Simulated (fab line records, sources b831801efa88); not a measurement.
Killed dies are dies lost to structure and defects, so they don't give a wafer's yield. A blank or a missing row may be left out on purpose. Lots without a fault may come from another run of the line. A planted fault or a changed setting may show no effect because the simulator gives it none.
One fault seen from 2 desks | flow sky130 | each desk has only its own numbers; what lay behind them comes last

THE TOOL OWNER'S DESK: pvd_sputter-02
The tool's own readings at SKY_CAP2M_SPUTTER_02 (material TiN, target thk 200 nm, time 166.7 s): means of the sampled wafers that have a number, for each lot that ran on this tool. A lot is out of limits, marked OUT, if its mean lies more than 4 standard deviations from the usual mean; the brackets give that distance.
Columns: A = throttle_valve_pct at SKY_CAP2M_SPUTTER_02, usual 30.1 %
lot  | first seen here | A
L814 | day 39 19:22    | 30.1
L816 | day 40 22:24    | 29.9
L819 | day 41 19:09    | 29.9
L824 | day 43 04:26    | 30.0
L834 | day 45 16:25    | 30.2
L835 | day 46 03:31    | 30.5
This desk's finding: nothing out of limits on any of the 6 lots.

THE METROLOGY DESK
What the gauges read, lot by lot, whatever tool the lot ran on: means of the sampled wafers that have a number. A lot is out of limits, marked OUT, if its mean lies more than 4 standard deviations from the usual mean; the brackets give that distance.
Columns: A = CAP2M_TIN_RS at SKY_CAP2M_RS_MEAS_03, usual 6.94 ohm/sq; B = CAP2M_TIN_THK at SKY_CAP2M_THK_MEAS_04, usual 200.5 nm
lot  | first seen here | A               | B
L814 | day 39 19:29    | 7.03            | 198.1
L816 | day 40 22:31    | 6.96            | 200.5
L818 | day 41 12:07    | 6.94            | 201.5
L819 | day 41 19:18    | 6.62 (-4.0) OUT | 209.4
L820 | day 42 09:31    | 6.88            | 200.5
L821 | day 42 10:57    | 6.82            | 205.8
L824 | day 43 04:32    | 6.64            | 210.8
L834 | day 45 16:32    | 6.92            | 201.8
L833 | day 45 20:43    | 6.93            | 200.8
L835 | day 46 03:38    | 6.87            | 200.5
This desk's finding: out of limits on L819; first on L819, day 41 19:18 (CAP2M_TIN_RS at SKY_CAP2M_RS_MEAS_03). In limits: L814, L816, L818, L820, L821, L824, L834, L833, L835.

PUT TOGETHER
The metrology desk could have raised an alarm at day 41 19:18, on L819.
The tool owner's desk saw nothing out of limits.
The tool owner's desk has L819 on record, within its limits.
Of the lots named, all ran SKY_CAP2M_SPUTTER_02 on pvd_sputter-02.

WHAT THE SIMULATOR HAD PUT IN
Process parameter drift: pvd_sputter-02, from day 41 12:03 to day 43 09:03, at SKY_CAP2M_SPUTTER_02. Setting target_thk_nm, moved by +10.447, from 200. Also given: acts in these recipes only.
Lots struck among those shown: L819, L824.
Hours from the fault's start to each desk's first reading out of limits: the metrology desk, 7.
